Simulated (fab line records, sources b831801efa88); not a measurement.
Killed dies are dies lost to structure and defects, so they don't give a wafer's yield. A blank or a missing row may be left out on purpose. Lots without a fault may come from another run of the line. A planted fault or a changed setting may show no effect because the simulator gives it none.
Tool commonality check | flow gf180mcu | 12 lots, 36 wafers sampled

WHY IT WAS OPENED
At GF_CONTACT_RS_MEAS_25 the reading CONTACT_W_RS is flagged on 2 of 12 lots. Wafers without a fault read 0.380 ohm/sq, standard deviation 0.0045.
Rule: a lot is flagged when every wafer of it that has a number lies more than 4 standard deviations from that mean, or none has a number. The other lots count as sound.

lot  | measured     | on            | CONTACT_W_RS (ohm/sq), wafer by wafer | flag
L227 | day 16 03:10 | film_metro-03 | 0.371 0.379 0.368                     |
L228 | day 17 03:58 | film_metro-01 | 0.379 0.378 0.380                     |
L230 | day 17 12:58 | film_metro-03 | 0.377 0.376 0.383                     |
L234 | day 19 00:30 | film_metro-01 | 0.267 0.268 0.267                     | FLAGGED
L239 | day 20 08:29 | film_metro-03 | 0.266 0.268 0.267                     | FLAGGED
L240 | day 20 16:59 | film_metro-03 | 0.383 0.385 0.378                     |
L244 | day 22 02:49 | film_metro-03 | 0.386 0.391 0.395                     |
L246 | day 23 01:02 | film_metro-04 | 0.380 0.380 0.380                     |
L247 | day 23 08:43 | film_metro-01 | 0.384 0.382 0.386                     |
L248 | day 23 19:12 | film_metro-01 | 0.379 0.383 0.387                     |
L249 | day 23 19:57 | film_metro-01 | 0.379 0.381 0.385                     |
L250 | day 24 02:53 | film_metro-01 | 0.382 0.382 0.387                     |
The numbers of the flagged lots are 0.267 ohm/sq on average: -0.113 ohm/sq against the usual, or -25 standard deviations.

WHICH TOOL RAN EACH LOT
The record holds 1 process step before the reading, out of a route of 602 steps. In each cell: the tool, then ch and the chambers that the sampled wafers went through, then the start.
lot  | flag    | GF_CONTACT_CVD_24
L227 |         | cvd_w-02 ch 0,1, day 16 03:04
L228 |         | cvd_w-01 ch 0,1, day 17 03:52
L230 |         | cvd_w-02 ch 1, day 17 12:46
L234 | FLAGGED | cvd_w-02 ch 0,1, day 19 00:24
L239 | FLAGGED | cvd_w-02 ch 0,1, day 20 08:23
L240 |         | cvd_w-01 ch 0,1, day 20 16:53
L244 |         | cvd_w-01 ch 0,1, day 22 02:43
L246 |         | cvd_w-02 ch 1, day 23 00:56
L247 |         | cvd_w-01 ch 0,1, day 23 08:37
L248 |         | cvd_w-02 ch 0,1, day 23 19:05
L249 |         | cvd_w-02 ch 0,1, day 23 19:51
L250 |         | cvd_w-02 ch 0,1, day 24 02:47
What these steps do:
- GF_CONTACT_CVD_24: deposits W, target thk 300 nm, time 90.339 s.
- GF_CONTACT_RS_MEAS_25: measures by four-point-probe.

FLAGGED OVER TOTAL, TOOL BY TOOL (the gauges that took the reading come last)
step                  | tool          | lots run | flagged | share of the flagged lots | sound lots run after its first flagged lot
GF_CONTACT_CVD_24     | cvd_w-01      | 4        | 0       | none                      | -
GF_CONTACT_CVD_24     | cvd_w-02      | 8        | 2       | all                       | 4 (L246,L248,L249,L250)
GF_CONTACT_RS_MEAS_25 | film_metro-01 | 6        | 1       | some                      | 4 (L247,L248,L249,L250)
GF_CONTACT_RS_MEAS_25 | film_metro-03 | 5        | 1       | some                      | 2 (L240,L244)
GF_CONTACT_RS_MEAS_25 | film_metro-04 | 1        | 0       | none                      | -

WHAT THE TABLE ALLOWS
1 row of the table ran every flagged lot: cvd_w-02 at GF_CONTACT_CVD_24.
- cvd_w-02 at GF_CONTACT_CVD_24: 2 of its 8 lots flagged. Sound lots ran on it after the first flagged one (L246, L248, L249, L250), which a lasting fault on the whole tool wouldn't allow.
No row of the table ran every flagged lot and no sound lot after the first.

WHAT THE SIMULATOR HAD PUT IN
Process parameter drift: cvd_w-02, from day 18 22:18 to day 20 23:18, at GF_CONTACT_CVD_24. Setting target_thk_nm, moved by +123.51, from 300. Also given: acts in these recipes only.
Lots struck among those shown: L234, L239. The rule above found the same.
